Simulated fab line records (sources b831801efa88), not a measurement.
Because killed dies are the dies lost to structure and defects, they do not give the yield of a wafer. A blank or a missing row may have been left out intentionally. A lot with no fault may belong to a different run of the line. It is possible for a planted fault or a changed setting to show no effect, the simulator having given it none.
fab line records	flow sky130
record: lots: 15	wafers: 45	last_day: 50
route steps=708 shown FIELD_ISO@1 VT_ADJUST_LVTN@104
lots that met no fault: taken from a fault-free run of the same line
start_h: the number of hours between the record's first day and the start of the first shown wafer of the lot	wait_h: hours since the lot's step before	" the same as in the row above	L1.1+2: a row that stands for several wafers	- no value, or no start given	* or withheld: withheld	< > ~ a bound
route shown NAME@n: a module of which the file shows steps, and the number in the route of the first	usual: the fault-free wafers' mean and standard deviation	same: alike in all rows	chamber/n: place in a boat	sites: the reading at each site	_std_site: their standard deviation	_edge_site: the outer-site mean with the inner-site mean subtracted	radius_mm: how far each site lies from the wafer's centre	mask NAME#n: copy n	behind: tool/chamber where the wafer was last shaped	hold: reason for holding the lot/hours on hold/outcome of the hold	device: names the non-switching transistor (n, p or np)	end of line: tests run on the same wafers once the route is complete	step lacking rows: just its recipe	killed: dies that structure and defects cost at the first sort, which is not the same as the wafer's yield	map: a wafer's dies, marking killed ones x, the rest . and places with no die _
set.NAME: the setting the step ran with; set.NAME@STEP: the setting that earlier step ran with	model.NAME: the simulator's own value behind a step, which no gauge read
one table for each step of the route and one row for each wafer, over a sample of lots
services: the hour from which a tool's chamber was out of use, counted from the record's first day as start_h (under 0 if before that day), plus the number of hours and why
== steps ==
step: SKY_FIELD_ISO_BOW_MEAS_00
recipe: mode: bow
usual: INCOMING_BOW: 0/6.6
lot.wafer	tool	chamber	start_h	wait_h	INCOMING_BOW[um]
L861.1	film_metro-01	-	25.00	-	-2
L861.3	"	-	"	"	0
L861.5	"	-	"	"	-5
L862.4	film_metro-01	-	30.06	-	3
L862.5	"	-	"	"	-7
L862.6	"	-	"	"	-5
L863.1	film_metro-03	-	35.00	-	-7
L863.4	"	-	"	"	11
L863.5	"	-	"	"	-16
L864.3	film_metro-03	-	40.04	-	10
L864.4	"	-	"	"	2
L864.5	"	-	"	"	-14
L865.1	film_metro-04	-	45.00	-	18
L865.2	"	-	"	"	-1
L865.5	"	-	"	"	-5
L868.1	film_metro-04	-	60.00	-	-9
L868.2	"	-	"	"	5
L868.6	"	-	"	"	10
L869.1	film_metro-03	-	65.00	-	-8
L869.4	"	-	"	"	3
L869.5	"	-	"	"	5
L871.1	film_metro-04	-	75.00	-	0
L871.2	"	-	"	"	-2
L871.3	"	-	"	"	-5
L872.1	film_metro-04	-	80.00	-	-5
L872.2	"	-	"	"	-3
L872.5	"	-	"	"	-2
L873.1	film_metro-04	-	85.00	-	8
L873.3	"	-	"	"	-9
L873.6	"	-	"	"	-10
L874.1	film_metro-04	-	90.00	-	-1
L874.3	"	-	"	"	8
L874.6	"	-	"	"	2
L875.1	film_metro-04	-	95.00	-	4
L875.2	"	-	"	"	-7
L875.4	"	-	"	"	0
L876.2	film_metro-03	-	100.02	-	-2
L876.3	"	-	"	"	-13
L876.4	"	-	"	"	-13
L880.1	film_metro-04	-	120.00	-	0
L880.2	"	-	"	"	-4
L880.4	"	-	"	"	-6
L881.3	film_metro-01	-	125.04	-	0
L881.4	"	-	"	"	-8
L881.5	"	-	"	"	2
step: SKY_FIELD_ISO_EXPOSE_10
recipe: mask_id: FOM	na: 0.68	source_shape: annular	sigma_inner: 0.4	sigma_outer: 0.8	target_cd_nm: 150	dose_mj: 28
usual: exposure_dose_mJ_cm2: 27.98/0.033	focus_offset_nm: 0.1/0.55	na: 0.68/0
lot.wafer	tool	chamber	start_h	wait_h	mask	exposure_dose_mJ_cm2	focus_offset_nm	na
L861.1	krf_scanner-01	0	37.32	-	FOM#0	27.99	0.6	0.68
L861.3	"	0	"	"	FOM#0	27.99	0.4	0.68
L861.5	"	0	"	"	FOM#0	27.97	0.7	0.68
L862.4	krf_scanner-01	0	41.86	-	FOM#0	27.96	0.3	0.68
L862.5	"	0	"	"	FOM#0	27.95	0.0	0.68
L862.6	"	0	"	"	FOM#0	28.03	0.3	0.68
L863.1	krf_scanner-02	0	50.18	-	FOM#0	27.96	-0.1	0.68
L863.4	"	0	"	"	FOM#0	27.97	-0.5	0.68
L863.5	"	0	"	"	FOM#0	27.96	-0.4	0.68
L864.3	krf_scanner-02	0	52.04	-	FOM#0	28.00	0.7	0.68
L864.4	"	0	"	"	FOM#0	27.94	0.3	0.68
L864.5	"	0	"	"	FOM#0	27.99	0.5	0.68
L865.1	krf_scanner-02	0	58.65	-	FOM#0	27.97	-0.5	0.68
L865.2	"	0	"	"	FOM#0	28.01	0.2	0.68
L865.5	"	0	"	"	FOM#0	28.01	-0.1	0.68
L868.1	krf_scanner-02	0	73.08	-	FOM#0	27.92	0.6	0.68
L868.2	"	0	"	"	FOM#0	27.99	0.5	0.68
L868.6	"	0	"	"	FOM#0	27.98	0.5	0.68
L869.1	krf_scanner-02	0	77.70	-	FOM#0	27.94	0.2	0.68
L869.4	"	0	"	"	FOM#0	27.93	0.3	0.68
L869.5	"	0	"	"	FOM#0	27.94	-0.6	0.68
L871.1	krf_scanner-01	0	88.60	-	FOM#0	28.00	-0.1	0.68
L871.2	"	0	"	"	FOM#0	28.00	0.5	0.68
L871.3	"	0	"	"	FOM#0	28.01	0.5	0.68
L872.1	krf_scanner-02	0	93.82	-	FOM#0	27.95	-0.5	0.68
L872.2	"	0	"	"	FOM#0	27.94	-0.3	0.68
L872.5	"	0	"	"	FOM#0	27.97	-0.3	0.68
L873.1	krf_scanner-01	-	97.77	-	FOM#0	-	-	-
L873.3	"	-	"	"	FOM#0	-	-	-
L873.6	"	-	"	"	FOM#0	-	-	-
L874.1	krf_scanner-02	-	103.05	-	FOM#0	-	-	-
L874.3	"	-	"	"	FOM#0	-	-	-
L874.6	"	-	"	"	FOM#0	-	-	-
L875.1	krf_scanner-02	-	110.80	-	FOM#0	-	-	-
L875.2	"	-	"	"	FOM#0	-	-	-
L875.4	"	-	"	"	FOM#0	-	-	-
L876.2	krf_scanner-02	0	113.69	-	FOM#0	27.95	-0.9	0.68
L876.3	"	0	"	"	FOM#0	27.96	0.0	0.68
L876.4	"	0	"	"	FOM#0	27.96	0.6	0.68
L880.1	krf_scanner-02	0	136.87	-	FOM#0	28.02	-0.4	0.68
L880.2	"	0	"	"	FOM#0	28.00	0.0	0.68
L880.4	"	0	"	"	FOM#0	27.96	-0.1	0.68
L881.3	krf_scanner-02	0	138.84	-	FOM#0	27.98	1.2	0.68
L881.4	"	0	"	"	FOM#0	27.94	0.3	0.68
L881.5	"	0	"	"	FOM#0	27.98	0.6	0.68
step: SKY_FIELD_ISO_STRIP_16
recipe: chemistry: O2/N2	power_w: 1400	pressure_mtorr: 1500	platen_temp_c: withheld	o2_flow_sccm: 3000	n2_flow_sccm: 300	overash_fraction: 0.5
usual: chamber_pressure_mTorr: 1500.2/1.3	drypump_motor_current_A: 6.13/0.19	oes_product_au: 0.378/0.0046	strip_time_to_endpoint_s: 3.555/0.024
lot.wafer	tool	chamber	start_h	wait_h	chamber_pressure_mTorr	drypump_motor_current_A	oes_product_au	rf_hours_counter_h	strip_time_to_endpoint_s
L861.1	plasma_asher-03	1	44.57	0.0	1498.4	6.11	0.377	21	3.567
L861.3	"	1	"	"	1499.9	6.10	0.380	-	3.557
L861.5	"	1	"	"	1499.5	6.09	0.379	-	3.530
L862.4	plasma_asher-04	0	49.20	0.0	1500.2	5.91	0.387	-	3.597
L862.5	"	1	"	"	1501.3	6.31	0.376	-	3.536
L862.6	"	0	"	"	1503.1	5.89	0.378	-	3.572
L863.1	plasma_asher-03	0	58.12	0.0	1499.5	6.45	0.379	22	3.570
L863.4	"	0	"	"	1497.8	6.43	0.377	-	3.548
L863.5	"	1	"	"	1499.6	6.07	0.382	-	3.576
L864.3	plasma_asher-02	0	60.38	0.1	1504.4	5.96	0.372	-	3.550
L864.4	"	1	"	"	1502.1	6.15	0.380	-	3.545
L864.5	"	1	"	"	1497.1	6.13	0.381	-	3.589
L865.1	plasma_asher-02	1	66.92	0.0	1500.4	6.13	0.381	40	3.553
L865.2	"	0	"	"	1501.1	5.95	0.379	40	3.538
L865.5	"	1	"	"	1500.8	6.14	0.378	-	3.537
L868.1	plasma_asher-02	0	81.27	0.0	1500.0	5.99	0.380	41	3.568
L868.2	"	1	"	"	1501.7	6.14	0.373	41	3.587
L868.6	"	0	"	"	1500.1	5.96	0.373	-	3.566
L869.1	plasma_asher-03	1	85.87	0.0	1500.1	6.06	0.371	25	3.543
L869.4	"	1	"	"	1499.4	6.07	0.378	-	3.562
L869.5	"	0	"	"	1500.8	6.45	0.377	-	3.539
L871.1	plasma_asher-04	1	97.22	0.0	1499.1	6.30	0.374	41	3.534
L871.2	"	0	"	"	1499.7	5.90	0.378	41	3.534
L871.3	"	1	"	"	1500.5	6.31	0.372	-	3.506
L872.1	plasma_asher-02	0	102.67	0.0	1498.7	5.96	0.378	44	3.526
L872.2	"	1	"	"	1499.8	6.13	0.377	44	3.535
L872.5	"	1	"	"	1499.9	6.14	0.371	-	3.505
L873.1	plasma_asher-04	1	106.57	0.0	1502.0	6.33	0.373	42	3.539
L873.3	"	0	"	"	1500.1	5.90	0.368	-	3.519
L873.6	"	1	"	"	1499.9	6.32	0.371	-	3.517
L874.1	plasma_asher-04	1	112.62	0.0	1499.5	6.32	0.372	43	3.526
L874.3	"	0	"	"	1501.0	5.92	0.380	-	3.534
L874.6	"	0	"	"	1500.1	5.93	0.373	-	3.548
L875.1	plasma_asher-04	0	120.17	0.0	1499.9	5.90	0.372	44	3.513
L875.2	"	1	"	"	1499.1	6.30	0.376	44	3.570
L875.4	"	1	"	"	1499.9	6.32	0.385	-	3.557
L876.2	plasma_asher-03	1	122.49	0.0	1500.2	6.08	0.377	29	3.532
L876.3	"	0	"	"	1501.2	6.46	0.375	-	3.503
L876.4	"	1	"	"	1501.4	6.06	0.378	-	3.539
L880.1	plasma_asher-04	0	146.94	0.0	1497.1	5.87	0.375	46	3.582
L880.2	"	1	"	"	1498.1	6.30	0.368	46	3.578
L880.4	"	1	"	"	1498.6	6.30	0.381	-	3.542
L881.3	plasma_asher-02	0	148.85	0.1	1500.5	5.98	0.378	-	3.568
L881.4	"	1	"	"	1497.7	6.16	0.380	-	3.560
L881.5	"	0	"	"	1499.3	5.96	0.379	-	3.567
step: SKY_VT_ADJUST_LVTN_OVL_MEAS_07
usual: VT_ADJUST_LVTN_OVL: -0.2/1.7
lot.wafer	tool	chamber	start_h	wait_h	VT_ADJUST_LVTN_OVL[nm]
L861.1	overlay-02	-	160.92	-	0.9
L861.3	"	-	"	"	1.0
L861.5	"	-	"	"	0.5
L862.4	overlay-01	-	168.30	-	2.4
L862.5	"	-	"	"	2.1
L862.6	"	-	"	"	1.2
L863.1	overlay-01	-	177.82	-	1.8
L863.4	"	-	"	"	2.2
L863.5	"	-	"	"	1.8
L864.3	overlay-02	-	179.48	-	1.6
L864.4	"	-	"	"	2.2
L864.5	"	-	"	"	1.1
L865.1	overlay-01	-	185.90	-	-0.2
L865.2	"	-	"	"	-1.7
L865.5	"	-	"	"	-0.7
L868.1	overlay-02	-	204.90	-	1.0
L868.2	"	-	"	"	-0.9
L868.6	"	-	"	"	-0.5
L869.1	overlay-01	-	211.38	-	0.8
L869.4	"	-	"	"	1.0
L869.5	"	-	"	"	0.0
L871.1	overlay-02	-	224.97	-	0.4
L871.2	"	-	"	"	1.1
L871.3	"	-	"	"	2.5
L872.1	overlay-02	-	229.75	-	-2.1
L872.2	"	-	"	"	-1.6
L872.5	"	-	"	"	-2.7
L876.2	overlay-02	-	263.48	-	-1.6
L876.3	"	-	"	"	0.4
L876.4	"	-	"	"	-1.8
L880.1	overlay-01	-	287.08	-	-1.3
L880.2	"	-	"	"	-0.9
L880.4	"	-	"	"	-0.7
L881.3	overlay-01	-	292.64	-	-3.8
L881.4	"	-	"	"	-2.8
L881.5	"	-	"	"	-2.1
== services ==
tool	chamber	start_h	hours	kind
krf_scanner-01	-	34.36	1.0	pm
krf_scanner-02	0	40.75	-	calibration
krf_scanner-02	-	44.16	1.1	repair
krf_scanner-02	-	48.49	0.4	repair
krf_scanner-01	-	50.12	0.8	pm
krf_scanner-02	-	94.63	1.0	pm
krf_scanner-02	-	106.93	0.2	repair
plasma_asher-02	-	108.75	9.0	pm
plasma_asher-02	0	108.75	9.0	vent_cycle
plasma_asher-02	1	108.75	9.0	vent_cycle
krf_scanner-01	-	111.41	1.0	repair
plasma_asher-02	0	117.75	-	clean
plasma_asher-02	1	117.75	-	clean
krf_scanner-01	0	119.15	-	calibration
== key ==
first_sign: step: SKY_FIELD_ISO_EXPOSE_10	reading: tool_record	direction: missing
effect none on later readings
met_at SKY_FIELD_ISO_EXPOSE_10
struck_lots L873,L874,L875
later_rows_left_out L873.1,L873.3,L873.6,L874.1,L874.3,L874.6,L875.1,L875.2,L875.4
sort_left_out L873.1,L873.3,L873.6,L874.1,L874.3,L874.6,L875.1,L875.2,L875.4
tester_left_out L873,L874,L875
not_acting_at SKY_FIELD_ISO_BOW_MEAS_00,SKY_FIELD_ISO_STRIP_16,SKY_VT_ADJUST_LVTN_OVL_MEAS_07
onset_between 93.82 97.77
fault: kind: skipped_step_whole	tool: krf_scanner-01,krf_scanner-02	chamber: -	onset_h: 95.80	steps: SKY_FIELD_ISO_EXPOSE_10	scope: struck_lots_only
tester_left_out: of these lots the tester's yield and bins aren't shown, on N5 and GAA mostly nor the transistor test; their killed dies are dies lost to structure and defects alone, not to doping, threshold or leakage, so they don't give the yield
sort_left_out: the simulated sort isn't trusted on such a fault, so these wafers' sort isn't shown, and their yield isn't known
later_rows_left_out: the simulator's readings of these wafers behind a module that went badly wrong aren't trusted and aren't shown, but for the sort
